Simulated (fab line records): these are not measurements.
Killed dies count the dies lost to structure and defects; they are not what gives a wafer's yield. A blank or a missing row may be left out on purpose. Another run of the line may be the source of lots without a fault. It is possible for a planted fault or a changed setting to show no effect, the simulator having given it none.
Which of the tools did it? / flow sky130 / 11 lots with 33 wafers sampled at 6 steps, on a route of 708 steps

== WHAT THE GAUGES READ, wafer by wafer ==
SKY_VT_ADJUST_PCH_OVL_MEAS_07. Usual: VT_ADJUST_PCH_OVL gives -1.0 nm (standard deviation 1.3).
lot=L390; measured=day 10 04:19; on=overlay-02; VT_ADJUST_PCH_OVL (nm)=-0.7 1.5 -1.9; flag=
lot=L391; measured=day 10 18:01; on=overlay-01; VT_ADJUST_PCH_OVL (nm)=-2.3 -2.3 -1.5; flag=
lot=L392; measured=day 11 01:56; on=overlay-01; VT_ADJUST_PCH_OVL (nm)=-2.7 0.1 -0.1; flag=
lot=L399; measured=day 13 04:57; on=overlay-01; VT_ADJUST_PCH_OVL (nm)=-0.6 -0.6 -0.2; flag=
lot=L402; measured=day 14 06:03; on=overlay-01; VT_ADJUST_PCH_OVL (nm)=-0.5 -1.3 -0.8; flag=
lot=L407; measured=day 16 05:19; on=overlay-01; VT_ADJUST_PCH_OVL (nm)=0.8 -2.1 0.3; flag=
lot=L409; measured=day 16 12:28; on=overlay-02; VT_ADJUST_PCH_OVL (nm)=-0.4 -0.8 -1.4; flag=
lot=L410; measured=day 17 00:14; on=overlay-02; VT_ADJUST_PCH_OVL (nm)=-1.8 0.2 -0.4; flag=
lot=L411; measured=day 17 06:40; on=overlay-01; VT_ADJUST_PCH_OVL (nm)=-0.9 -1.2 -0.4; flag=
lot=L412; measured=day 17 08:58; on=overlay-02; VT_ADJUST_PCH_OVL (nm)=1.0 -0.4 0.6; flag=
lot=L413; measured=day 17 18:10; on=overlay-02; VT_ADJUST_PCH_OVL (nm)=-2.9 -1.1 -0.3; flag=

SKY_SONOS_ONO_THK_MEAS_01. Usual: SONOS_ONO_OXIDATION_THK gives 2.60 nm (standard deviation 0.051).
lot=L390; measured=day 11 05:47; on=film-metro-03; SONOS_ONO_OXIDATION_THK (nm)=2.64 2.65 2.64; flag=
lot=L391; measured=day 11 20:13; on=film-metro-03; SONOS_ONO_OXIDATION_THK (nm)=2.67 2.60 2.62; flag=
lot=L392; measured=day 12 04:13; on=film-metro-04; SONOS_ONO_OXIDATION_THK (nm)=2.61 2.62 2.58; flag=
lot=L399; measured=day 14 09:33; on=film-metro-03; SONOS_ONO_OXIDATION_THK (nm)=2.65 2.57 2.62; flag=
lot=L402; measured=day 15 12:37; on=film-metro-03; SONOS_ONO_OXIDATION_THK (nm)=2.64 2.60 2.64; flag=
lot=L407; measured=day 17 11:11; on=film-metro-01; SONOS_ONO_OXIDATION_THK (nm)=2.64 2.60 2.67; flag=
lot=L409; measured=day 17 19:52; on=film-metro-01; SONOS_ONO_OXIDATION_THK (nm)=2.59 2.63 2.59; flag=
lot=L410; measured=day 18 08:04; on=film-metro-01; SONOS_ONO_OXIDATION_THK (nm)=2.57 2.51 2.50; flag=
lot=L411; measured=day 18 15:53; on=film-metro-01; SONOS_ONO_OXIDATION_THK (nm)=2.60 2.60 2.55; flag=
lot=L412; measured=day 18 17:14; on=film-metro-01; SONOS_ONO_OXIDATION_THK (nm)=2.57 2.54 2.57; flag=
lot=L413; measured=day 19 03:01; on=film-metro-01; SONOS_ONO_OXIDATION_THK (nm)=2.60 2.60 2.57; flag=

SKY_RES_PROTECT_TW_MEAS_08. Usual: POLY_GATE_TW gives 4056 (standard deviation 23).
lot=L390; measured=day 14 20:41; on=film-metro-01; POLY_GATE_TW=4081 4071 4070; flag=
lot=L391; measured=day 15 10:10; on=film-metro-01; POLY_GATE_TW=4057 4059 4077; flag=
lot=L392; measured=day 15 22:59; on=film-metro-03; POLY_GATE_TW=4052 4026 4035; flag=
lot=L399; measured=day 18 05:53; on=film-metro-01; POLY_GATE_TW=3970 3988 3984; flag=OFF
lot=L402; measured=day 19 17:40; on=film-metro-03; POLY_GATE_TW=3927 3958 3907; flag=OFF
lot=L407; measured=day 21 16:02; on=film-metro-01; POLY_GATE_TW=4073 4037 4054; flag=
lot=L409; measured=day 21 23:10; on=film-metro-03; POLY_GATE_TW=4024 4032 4026; flag=
lot=L410; measured=day 22 12:58; on=film-metro-02; POLY_GATE_TW=4076 4056 4064; flag=
lot=L411; measured=day 22 20:55; on=film-metro-02; POLY_GATE_TW=4075 4080 4082; flag=
lot=L412; measured=day 22 22:44; on=film-metro-02; POLY_GATE_TW=4077 4078 4068; flag=
lot=L413; measured=day 23 10:04; on=film-metro-01; POLY_GATE_TW=4047 4063 4048; flag=

SKY_POLY_GATE_OVL_MEAS_14. Usual: POLY_GATE_OVL gives 1 nm (standard deviation 5.7).
lot=L390; measured=day 16 01:07; on=overlay-02; POLY_GATE_OVL (nm)=0 2 -3; flag=
lot=L391; measured=day 16 15:17; on=overlay-02; POLY_GATE_OVL (nm)=9 14 5; flag=
lot=L392; measured=day 17 07:10; on=overlay-02; POLY_GATE_OVL (nm)=2 3 0; flag=
lot=L399; measured=day 19 16:00; on=overlay-01; POLY_GATE_OVL (nm)=-2 -3 1; flag=
lot=L402; measured=day 21 02:28; on=overlay-01; POLY_GATE_OVL (nm)=1 -8 0; flag=
lot=L407; measured=day 23 15:43; on=overlay-01; POLY_GATE_OVL (nm)=5 3 8; flag=
lot=L409; measured=day 23 16:03; on=overlay-01; POLY_GATE_OVL (nm)=-2 2 1; flag=
lot=L410; measured=day 23 20:28; on=overlay-01; POLY_GATE_OVL (nm)=3 -8 -5; flag=
lot=L411; measured=day 24 04:42; on=overlay-01; POLY_GATE_OVL (nm)=8 1 -10; flag=
lot=L412; measured=day 24 06:09; on=overlay-02; POLY_GATE_OVL (nm)=-9 -3 0; flag=
lot=L413; measured=day 24 17:34; on=overlay-02; POLY_GATE_OVL (nm)=0 3 -4; flag=

== TOOL THAT RAN EACH LOT (tool first, then ch and the chambers of the sampled wafers, then the start) ==
lot=L390; SKY_POLY_GATE_IMPLANT_02=implanter-01 ch 0, day 14 20:26; SKY_RES_PROTECT_STRIP_07=plasma-asher-02 ch 0,1, day 14 20:34
lot=L391; SKY_POLY_GATE_IMPLANT_02=implanter-04 ch 0, day 15 09:55; SKY_RES_PROTECT_STRIP_07=plasma-asher-03 ch 0,1, day 15 10:04
lot=L392; SKY_POLY_GATE_IMPLANT_02=implanter-01 ch 0, day 15 22:46; SKY_RES_PROTECT_STRIP_07=plasma-asher-03 ch 0,1, day 15 22:53
lot=L399; SKY_POLY_GATE_IMPLANT_02=implanter-01 ch 0, day 18 05:39; SKY_RES_PROTECT_STRIP_07=plasma-asher-03 ch 0,1, day 18 05:46
lot=L402; SKY_POLY_GATE_IMPLANT_02=implanter-01 ch 0, day 19 17:25; SKY_RES_PROTECT_STRIP_07=plasma-asher-01 ch 0,1, day 19 17:34
lot=L407; SKY_POLY_GATE_IMPLANT_02=implanter-04 ch 0, day 21 15:50; SKY_RES_PROTECT_STRIP_07=plasma-asher-03 ch 0,1, day 21 15:57
lot=L409; SKY_POLY_GATE_IMPLANT_02=implanter-03 ch 0, day 21 22:55; SKY_RES_PROTECT_STRIP_07=plasma-asher-02 ch 0,1, day 21 23:04
lot=L410; SKY_POLY_GATE_IMPLANT_02=implanter-01 ch 0, day 22 12:45; SKY_RES_PROTECT_STRIP_07=plasma-asher-02 ch 0,1, day 22 12:53
lot=L411; SKY_POLY_GATE_IMPLANT_02=implanter-04 ch 0, day 22 20:40; SKY_RES_PROTECT_STRIP_07=plasma-asher-01 ch 0, day 22 20:48
lot=L412; SKY_POLY_GATE_IMPLANT_02=implanter-03 ch 0, day 22 22:30; SKY_RES_PROTECT_STRIP_07=plasma-asher-02 ch 0,1, day 22 22:37
lot=L413; SKY_POLY_GATE_IMPLANT_02=implanter-03 ch 0, day 23 09:50; SKY_RES_PROTECT_STRIP_07=plasma-asher-01 ch 0,1, day 23 09:58
- SKY_POLY_GATE_IMPLANT_02
- SKY_RES_PROTECT_STRIP_07: strips in O2/N2.

== WHAT THE TOOLS THEMSELVES READ (means of the sampled wafers that have a number; where no wafer has one, the mark that the record gives instead) ==
SKY_POLY_GATE_IMPLANT_02. Usual: beam-on-s 33.9 s, standard deviation 1.6; dose-ions-cm2 7.698e+15, standard deviation 8.7e+12; tilt-deg 0.000 degrees, standard deviation 0.02.
lot=L390; tool=implanter-01; beam-on-s (s)=32.9; dose-ions-cm2=7.698e+15; tilt-deg (degrees)=-0.001; flag=
lot=L391; tool=implanter-04; beam-on-s (s)=35.6; dose-ions-cm2=7.687e+15; tilt-deg (degrees)=0.027; flag=
lot=L392; tool=implanter-01; beam-on-s (s)=32.1; dose-ions-cm2=7.706e+15; tilt-deg (degrees)=0.010; flag=
lot=L399; tool=implanter-01; beam-on-s (s)=22.8; dose-ions-cm2=5.370e+15; tilt-deg (degrees)=0.002; flag=OFF
lot=L402; tool=implanter-01; beam-on-s (s)=22.0; dose-ions-cm2=5.365e+15; tilt-deg (degrees)=-0.023; flag=OFF
lot=L407; tool=implanter-04; beam-on-s (s)=35.2; dose-ions-cm2=7.703e+15; tilt-deg (degrees)=-0.012; flag=
lot=L409; tool=implanter-03; beam-on-s (s)=33.5; dose-ions-cm2=7.691e+15; tilt-deg (degrees)=0.007; flag=
lot=L410; tool=implanter-01; beam-on-s (s)=31.9; dose-ions-cm2=7.694e+15; tilt-deg (degrees)=0.008; flag=
lot=L411; tool=implanter-04; beam-on-s (s)=36.2; dose-ions-cm2=7.703e+15; tilt-deg (degrees)=-0.021; flag=
lot=L412; tool=implanter-03; beam-on-s (s)=33.7; dose-ions-cm2=7.709e+15; tilt-deg (degrees)=-0.027; flag=
lot=L413; tool=implanter-03; beam-on-s (s)=33.5; dose-ions-cm2=7.694e+15; tilt-deg (degrees)=0.002; flag=

SKY_RES_PROTECT_STRIP_07. Usual: drypump-motor-current-A 5.9 A, standard deviation 0.51; n2-flow-sccm 300.0 sccm, standard deviation 0.91; oes-product-au 0.517 a.u., standard deviation 0.0049; strip-time-to-endpoint-s 23.30 s, standard deviation 0.045.
lot=L390; tool=plasma-asher-02; drypump-motor-current-A (A)=6.3; n2-flow-sccm (sccm)=300.0; oes-product-au (a.u.)=0.516; strip-time-to-endpoint-s (s)=23.38; flag=
lot=L391; tool=plasma-asher-03; drypump-motor-current-A (A)=5.3; n2-flow-sccm (sccm)=300.9; oes-product-au (a.u.)=0.519; strip-time-to-endpoint-s (s)=23.34; flag=
lot=L392; tool=plasma-asher-03; drypump-motor-current-A (A)=5.3; n2-flow-sccm (sccm)=299.4; oes-product-au (a.u.)=0.516; strip-time-to-endpoint-s (s)=23.28; flag=
lot=L399; tool=plasma-asher-03; drypump-motor-current-A (A)=5.5; n2-flow-sccm (sccm)=300.1; oes-product-au (a.u.)=0.535; strip-time-to-endpoint-s (s)=21.83; flag=OFF
lot=L402; tool=plasma-asher-01; drypump-motor-current-A (A)=5.6; n2-flow-sccm (sccm)=299.5; oes-product-au (a.u.)=0.538; strip-time-to-endpoint-s (s)=21.79; flag=OFF
lot=L407; tool=plasma-asher-03; drypump-motor-current-A (A)=5.5; n2-flow-sccm (sccm)=299.3; oes-product-au (a.u.)=0.519; strip-time-to-endpoint-s (s)=23.23; flag=
lot=L409; tool=plasma-asher-02; drypump-motor-current-A (A)=6.3; n2-flow-sccm (sccm)=300.6; oes-product-au (a.u.)=0.518; strip-time-to-endpoint-s (s)=23.28; flag=
lot=L410; tool=plasma-asher-02; drypump-motor-current-A (A)=6.4; n2-flow-sccm (sccm)=300.2; oes-product-au (a.u.)=0.521; strip-time-to-endpoint-s (s)=23.30; flag=
lot=L411; tool=plasma-asher-01; drypump-motor-current-A (A)=6.1; n2-flow-sccm (sccm)=299.4; oes-product-au (a.u.)=0.517; strip-time-to-endpoint-s (s)=23.29; flag=
lot=L412; tool=plasma-asher-02; drypump-motor-current-A (A)=6.3; n2-flow-sccm (sccm)=300.6; oes-product-au (a.u.)=0.517; strip-time-to-endpoint-s (s)=23.26; flag=
lot=L413; tool=plasma-asher-01; drypump-motor-current-A (A)=5.6; n2-flow-sccm (sccm)=300.0; oes-product-au (a.u.)=0.518; strip-time-to-endpoint-s (s)=23.24; flag=

== THE ANSWER, worked out from the rows above alone ==
Rule: a lot is off if the mean of its wafers that have a number lies more than 3 standard deviations from the usual mean. Also off: a lot with no number at a reading for which 4 or more lots have one. All remaining lots with rows at the step are treated as sound. Order of review: gauges by route order, followed by the tools' own readings, for which a lot's mean as printed above is used. The first step at which some lot is off is used, and at that step the reading that is off furthest; a lot without a number counts as furthest.
Off: L399, L402, seen at SKY_RES_PROTECT_TW_MEAS_08 (POLY_GATE_TW).
A tool fits if, at a process step before that reading, it ran every lot that is off, and no sound lot after the first of them. The gauges at SKY_RES_PROTECT_TW_MEAS_08 aren't tried: what is off there is off at SKY_POLY_GATE_IMPLANT_02 too, on other tools, and a gauge's error can't cause that. Not one of the candidates tried fits.

== WHAT WAS PUT IN BY THE SIMULATOR ==
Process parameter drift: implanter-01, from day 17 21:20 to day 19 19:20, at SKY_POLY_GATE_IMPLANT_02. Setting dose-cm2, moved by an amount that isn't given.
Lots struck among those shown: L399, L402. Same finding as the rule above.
